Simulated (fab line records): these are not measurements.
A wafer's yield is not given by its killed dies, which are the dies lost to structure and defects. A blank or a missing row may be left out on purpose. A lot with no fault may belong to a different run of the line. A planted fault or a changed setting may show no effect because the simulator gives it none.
What tool caused it? || flow sky130 || 24 lots with 72 wafers sampled at 4 steps, on a route of 708 steps

== WHAT THE GAUGES READ, wafer by wafer ==
SKY_VIA1_CD_MEAS_12: the cd target is 150 nm.
{"lot": "L074", "measured": "day 33 20:28", "on": "cd_sem-01", "cd_nm (nm)": "150.6 149.6 151.0"}
{"lot": "L075", "measured": "day 34 05:56", "on": "cd_sem-02", "cd_nm (nm)": "149.8 152.3 151.5"}
{"lot": "L076", "measured": "day 34 08:32", "on": "cd_sem-02", "cd_nm (nm)": "149.4 150.2 148.8"}
{"lot": "L077", "measured": "day 34 20:17", "on": "cd_sem-02", "cd_nm (nm)": "149.2 150.3 150.5"}
{"lot": "L078", "measured": "day 35 03:26", "on": "cd_sem-01", "cd_nm (nm)": "150.2 149.7 150.5"}
{"lot": "L079", "measured": "day 35 05:41", "on": "cd_sem-01", "cd_nm (nm)": "151.3 151.7 151.9"}
{"lot": "L080", "measured": "day 35 16:44", "on": "cd_sem-02", "cd_nm (nm)": "150.8 151.0 151.2"}
{"lot": "L081", "measured": "day 36 07:07", "on": "cd_sem-01", "cd_nm (nm)": "151.1 150.1 150.1"}
{"lot": "L082", "measured": "day 36 11:35", "on": "cd_sem-02", "cd_nm (nm)": "149.7 149.7 149.4"}
{"lot": "L083", "measured": "day 37 03:15", "on": "cd_sem-01", "cd_nm (nm)": "151.7 152.3 151.6"}
{"lot": "L084", "measured": "day 37 11:52", "on": "cd_sem-02", "cd_nm (nm)": "148.0 148.4 148.0"}
{"lot": "L086", "measured": "day 37 16:56", "on": "cd_sem-01", "cd_nm (nm)": "152.3 150.0 151.0"}
{"lot": "L085", "measured": "day 37 18:23", "on": "cd_sem-01", "cd_nm (nm)": "149.5 149.4 150.9"}
{"lot": "L087", "measured": "day 38 01:29", "on": "cd_sem-01", "cd_nm (nm)": "150.3 150.7 150.4"}
{"lot": "L088", "measured": "day 38 05:59", "on": "cd_sem-02", "cd_nm (nm)": "150.6 149.2 150.4"}
{"lot": "L089", "measured": "day 38 21:44", "on": "cd_sem-01", "cd_nm (nm)": "149.3 150.7 150.8"}
{"lot": "L090", "measured": "day 39 03:29", "on": "cd_sem-01", "cd_nm (nm)": "151.1 150.5 149.6"}
{"lot": "L091", "measured": "day 39 11:47", "on": "cd_sem-01", "cd_nm (nm)": "149.8 148.9 148.2"}
{"lot": "L092", "measured": "day 39 14:56", "on": "cd_sem-01", "cd_nm (nm)": "149.8 150.2 150.3"}
{"lot": "L093", "measured": "day 39 20:16", "on": "cd_sem-01", "cd_nm (nm)": "151.7 153.1 153.3"}
{"lot": "L094", "measured": "day 39 23:08", "on": "cd_sem-01", "cd_nm (nm)": "152.5 154.1 152.4"}
{"lot": "L095", "measured": "day 40 08:16", "on": "cd_sem-01", "cd_nm (nm)": "150.8 149.0 149.3"}
{"lot": "L096", "measured": "day 40 13:59", "on": "cd_sem-02", "cd_nm (nm)": "149.7 150.4 149.7"}
{"lot": "L097", "measured": "day 40 23:38", "on": "cd_sem-01", "cd_nm (nm)": "145.8 146.1 144.9"}

SKY_METAL2_OVL_MEAS_16.
{"lot": "L074", "measured": "day 34 23:58", "on": "overlay-02", "METAL2_OVL (nm)": "4 4 1"}
{"lot": "L075", "measured": "day 35 09:28", "on": "overlay-01", "METAL2_OVL (nm)": "-8 -6 -7"}
{"lot": "L076", "measured": "day 35 12:23", "on": "overlay-02", "METAL2_OVL (nm)": "-1 -4 1"}
{"lot": "L077", "measured": "day 36 00:01", "on": "overlay-02", "METAL2_OVL (nm)": "-3 -4 0"}
{"lot": "L078", "measured": "day 36 07:16", "on": "overlay-01", "METAL2_OVL (nm)": "6 12 10"}
{"lot": "L079", "measured": "day 36 09:13", "on": "overlay-02", "METAL2_OVL (nm)": "1 1 -2"}
{"lot": "L080", "measured": "day 36 20:13", "on": "overlay-02", "METAL2_OVL (nm)": "5 -1 15"}
{"lot": "L081", "measured": "day 37 10:40", "on": "overlay-01", "METAL2_OVL (nm)": "5 8 12"}
{"lot": "L082", "measured": "day 37 15:10", "on": "overlay-01", "METAL2_OVL (nm)": "5 2 8"}
{"lot": "L083", "measured": "day 38 06:58", "on": "overlay-01", "METAL2_OVL (nm)": "3 10 1"}
{"lot": "L084", "measured": "day 38 15:17", "on": "overlay-02", "METAL2_OVL (nm)": "-6 -1 -7"}
{"lot": "L086", "measured": "day 38 20:32", "on": "overlay-01", "METAL2_OVL (nm)": "12 3 3"}
{"lot": "L085", "measured": "day 38 21:16", "on": "overlay-01", "METAL2_OVL (nm)": "-8 -1 -3"}
{"lot": "L087", "measured": "day 39 04:10", "on": "overlay-02", "METAL2_OVL (nm)": "-4 -2 3"}
{"lot": "L088", "measured": "day 39 09:01", "on": "overlay-02", "METAL2_OVL (nm)": "2 -6 5"}
{"lot": "L089", "measured": "day 39 23:34", "on": "overlay-02", "METAL2_OVL (nm)": "-10 -6 -6"}
{"lot": "L090", "measured": "day 40 05:52", "on": "overlay-02", "METAL2_OVL (nm)": "3 -3 4"}
{"lot": "L091", "measured": "day 40 12:25", "on": "overlay-01", "METAL2_OVL (nm)": "0 -2 5"}
{"lot": "L092", "measured": "day 40 16:40", "on": "overlay-02", "METAL2_OVL (nm)": "5 -1 -1"}
{"lot": "L093", "measured": "day 41 01:43", "on": "overlay-02", "METAL2_OVL (nm)": "12 5 8"}
{"lot": "L094", "measured": "day 41 03:22", "on": "overlay-01", "METAL2_OVL (nm)": "3 4 3"}
{"lot": "L095", "measured": "day 41 10:42", "on": "overlay-01", "METAL2_OVL (nm)": "5 0 9"}
{"lot": "L096", "measured": "day 41 15:30", "on": "overlay-01", "METAL2_OVL (nm)": "-6 4 -3"}
{"lot": "L097", "measured": "day 42 01:41", "on": "overlay-02", "METAL2_OVL (nm)": "2 8 -1"}

SKY_VIA3_CD_MEAS_12: the cd target is 200 nm.
{"lot": "L074", "measured": "day 39 10:58", "on": "cd_sem-02", "cd_nm (nm)": "201.5 202.3 201.8"}
{"lot": "L075", "measured": "day 39 21:20", "on": "cd_sem-01", "cd_nm (nm)": "200.5 200.8 200.7"}
{"lot": "L076", "measured": "day 39 22:23", "on": "cd_sem-01", "cd_nm (nm)": "201.4 202.2 202.0"}
{"lot": "L077", "measured": "day 40 08:16", "on": "cd_sem-02", "cd_nm (nm)": "198.6 198.6 198.1"}
{"lot": "L078", "measured": "day 40 16:07", "on": "cd_sem-02", "cd_nm (nm)": "200.5 201.8 200.9"}
{"lot": "L079", "measured": "day 41 00:56", "on": "cd_sem-02", "cd_nm (nm)": "199.5 200.3 199.6"}
{"lot": "L080", "measured": "day 41 07:04", "on": "cd_sem-02", "cd_nm (nm)": "201.6 202.8 203.4"}
{"lot": "L081", "measured": "day 41 18:41", "on": "cd_sem-01", "cd_nm (nm)": "200.6 199.8 200.2"}
{"lot": "L082", "measured": "day 41 21:29", "on": "cd_sem-01", "cd_nm (nm)": "201.8 203.4 201.1"}
{"lot": "L083", "measured": "day 42 12:27", "on": "cd_sem-02", "cd_nm (nm)": "201.7 202.4 201.5"}
{"lot": "L084", "measured": "day 43 01:29", "on": "cd_sem-02", "cd_nm (nm)": "199.9 199.6 199.4"}
{"lot": "L086", "measured": "day 43 03:22", "on": "cd_sem-01", "cd_nm (nm)": "200.1 200.0 200.6"}
{"lot": "L085", "measured": "day 43 05:05", "on": "cd_sem-01", "cd_nm (nm)": "199.3 199.2 198.7"}
{"lot": "L087", "measured": "day 43 08:41", "on": "cd_sem-01", "cd_nm (nm)": "198.9 197.4 198.9"}
{"lot": "L088", "measured": "day 43 13:05", "on": "cd_sem-02", "cd_nm (nm)": "202.3 200.4 200.3"}
{"lot": "L089", "measured": "day 44 05:16", "on": "cd_sem-02", "cd_nm (nm)": "196.7 198.4 197.6"}
{"lot": "L090", "measured": "day 44 10:07", "on": "cd_sem-02", "cd_nm (nm)": "197.8 197.2 198.5"}
{"lot": "L091", "measured": "day 44 14:31", "on": "cd_sem-02", "cd_nm (nm)": "198.8 197.8 198.2"}
{"lot": "L092", "measured": "day 44 18:41", "on": "cd_sem-01", "cd_nm (nm)": "199.8 200.0 200.2"}
{"lot": "L093", "measured": "day 45 03:05", "on": "cd_sem-02", "cd_nm (nm)": "200.8 200.8 199.7"}
{"lot": "L094", "measured": "day 45 03:14", "on": "cd_sem-01", "cd_nm (nm)": "200.1 199.0 199.8"}
{"lot": "L095", "measured": "day 45 10:16", "on": "cd_sem-01", "cd_nm (nm)": "198.6 198.7 198.4"}
{"lot": "L096", "measured": "day 45 13:34", "on": "cd_sem-02", "cd_nm (nm)": "201.3 201.5 201.2"}
{"lot": "L097", "measured": "day 45 23:56", "on": "cd_sem-01", "cd_nm (nm)": "198.7 201.5 200.7"}

== TOOL THAT RAN EACH LOT (tool first, then ch and the chambers of the sampled wafers, then the start) ==
{"lot": "L074", "SKY_CONTACT_CVD_24": "cvd_w-01 ch 1, day 31 11:43"}
{"lot": "L075", "SKY_CONTACT_CVD_24": "cvd_w-02 ch 0,1, day 31 21:45"}
{"lot": "L076", "SKY_CONTACT_CVD_24": "cvd_w-02 ch 0,1, day 32 02:22"}
{"lot": "L077", "SKY_CONTACT_CVD_24": "cvd_w-01 ch 0,1, day 32 11:59"}
{"lot": "L078", "SKY_CONTACT_CVD_24": "cvd_w-01 ch 1, day 32 20:11"}
{"lot": "L079", "SKY_CONTACT_CVD_24": "cvd_w-02 ch 0,1, day 32 22:01"}
{"lot": "L080", "SKY_CONTACT_CVD_24": "cvd_w-01 ch 0,1, day 33 11:21"}
{"lot": "L081", "SKY_CONTACT_CVD_24": "cvd_w-01 ch 0,1, day 34 00:34"}
{"lot": "L082", "SKY_CONTACT_CVD_24": "cvd_w-01 ch 0,1, day 34 03:56"}
{"lot": "L083", "SKY_CONTACT_CVD_24": "cvd_w-02 ch 0,1, day 34 20:54"}
{"lot": "L084", "SKY_CONTACT_CVD_24": "cvd_w-02 ch 0,1, day 35 05:56"}
{"lot": "L086", "SKY_CONTACT_CVD_24": "cvd_w-01 ch 0,1, day 35 10:40"}
{"lot": "L085", "SKY_CONTACT_CVD_24": "cvd_w-02 ch 0,1, day 35 11:56"}
{"lot": "L087", "SKY_CONTACT_CVD_24": "cvd_w-02 ch 0,1, day 35 20:04"}
{"lot": "L088", "SKY_CONTACT_CVD_24": "cvd_w-02 ch 0,1, day 35 23:52"}
{"lot": "L089", "SKY_CONTACT_CVD_24": "cvd_w-02 ch 0,1, day 36 16:59"}
{"lot": "L090", "SKY_CONTACT_CVD_24": "cvd_w-02 ch 0,1, day 36 22:35"}
{"lot": "L091", "SKY_CONTACT_CVD_24": "cvd_w-02 ch 0,1, day 37 07:26"}
{"lot": "L092", "SKY_CONTACT_CVD_24": "cvd_w-02 ch 0,1, day 37 09:31"}
{"lot": "L093", "SKY_CONTACT_CVD_24": "cvd_w-01 ch 0,1, day 37 14:30"}
{"lot": "L094", "SKY_CONTACT_CVD_24": "cvd_w-02 ch 0,1, day 37 19:32"}
{"lot": "L095", "SKY_CONTACT_CVD_24": "cvd_w-01 ch 0,1, day 38 05:29"}
{"lot": "L096", "SKY_CONTACT_CVD_24": "cvd_w-01 ch 0,1, day 38 11:52"}
{"lot": "L097", "SKY_CONTACT_CVD_24": "cvd_w-02 ch 0,1, day 38 15:10"}
- SKY_CONTACT_CVD_24: deposits W, target thk 340 nm, time 102.12 s.

== AS READ BY THE TOOLS THEMSELVES (means over the sampled wafers that have a number; for cases with no such wafer, the mark the record gives instead) ==
SKY_CONTACT_CVD_24.
{"lot": "L074", "tool": "cvd_w-01", "chamber_pressure_Torr (Torr)": 39.95, "heater_power_w (W)": 739}
{"lot": "L075", "tool": "cvd_w-02", "chamber_pressure_Torr (Torr)": 40.05, "heater_power_w (W)": 813}
{"lot": "L076", "tool": "cvd_w-02", "chamber_pressure_Torr (Torr)": 39.97, "heater_power_w (W)": 809}
{"lot": "L077", "tool": "cvd_w-01", "chamber_pressure_Torr (Torr)": 39.97, "heater_power_w (W)": 794}
{"lot": "L078", "tool": "cvd_w-01", "chamber_pressure_Torr (Torr)": 40.05, "heater_power_w (W)": 737}
{"lot": "L079", "tool": "cvd_w-02", "chamber_pressure_Torr (Torr)": 39.99, "heater_power_w (W)": 800}
{"lot": "L080", "tool": "cvd_w-01", "chamber_pressure_Torr (Torr)": 40.02, "heater_power_w (W)": 777}
{"lot": "L081", "tool": "cvd_w-01", "chamber_pressure_Torr (Torr)": 39.94, "heater_power_w (W)": 789}
{"lot": "L082", "tool": "cvd_w-01", "chamber_pressure_Torr (Torr)": 40.13, "heater_power_w (W)": 797}
{"lot": "L083", "tool": "cvd_w-02", "chamber_pressure_Torr (Torr)": 39.90, "heater_power_w (W)": 809}
{"lot": "L084", "tool": "cvd_w-02", "chamber_pressure_Torr (Torr)": 40.08, "heater_power_w (W)": 820}
{"lot": "L086", "tool": "cvd_w-01", "chamber_pressure_Torr (Torr)": 40.02, "heater_power_w (W)": 770}
{"lot": "L085", "tool": "cvd_w-02", "chamber_pressure_Torr (Torr)": 40.05, "heater_power_w (W)": 809}
{"lot": "L087", "tool": "cvd_w-02", "chamber_pressure_Torr (Torr)": 39.97, "heater_power_w (W)": 818}
{"lot": "L088", "tool": "cvd_w-02", "chamber_pressure_Torr (Torr)": 39.96, "heater_power_w (W)": 803}
{"lot": "L089", "tool": "cvd_w-02", "chamber_pressure_Torr (Torr)": 40.07, "heater_power_w (W)": 810}
{"lot": "L090", "tool": "cvd_w-02", "chamber_pressure_Torr (Torr)": 40.01, "heater_power_w (W)": 817}
{"lot": "L091", "tool": "cvd_w-02", "chamber_pressure_Torr (Torr)": 40.04, "heater_power_w (W)": 819}
{"lot": "L092", "tool": "cvd_w-02", "chamber_pressure_Torr (Torr)": 39.99, "heater_power_w (W)": 807}
{"lot": "L093", "tool": "cvd_w-01", "chamber_pressure_Torr (Torr)": 39.99, "heater_power_w (W)": 802}
{"lot": "L094", "tool": "cvd_w-02", "chamber_pressure_Torr (Torr)": 39.97, "heater_power_w (W)": 800}
{"lot": "L095", "tool": "cvd_w-01", "chamber_pressure_Torr (Torr)": 39.94, "heater_power_w (W)": 766}
{"lot": "L096", "tool": "cvd_w-01", "chamber_pressure_Torr (Torr)": 39.91, "heater_power_w (W)": 762}
{"lot": "L097", "tool": "cvd_w-02", "chamber_pressure_Torr (Torr)": 40.05, "heater_power_w (W)": 806}

== THE ANSWER, worked out from the rows above alone ==
Rule: what is usual is taken from the lots themselves. Put in order of their means at a reading, lots are off if they are a third of the lots or fewer, leave a main group of 4 or more, and stand apart from it by a gap of 3 or more times the standard deviation of the main group's means; of several such gaps the widest counts. A main group is skipped when, at the precision printed for the reading in the tables above, its means are all equal. Also off: a lot with no number at a reading for which 4 or more lots have one. Any other lot the step has rows for is counted as sound. After the gauges, taken in route order, come the tools' own readings; for these a lot's mean is taken, as printed above. At the first step where some lot is off, the reading lying furthest off is the one used; lots without a number count as furthest.
None of the lots is off at any reading shown; this tells nothing.

== WHAT THE SIMULATOR PUT IN ==
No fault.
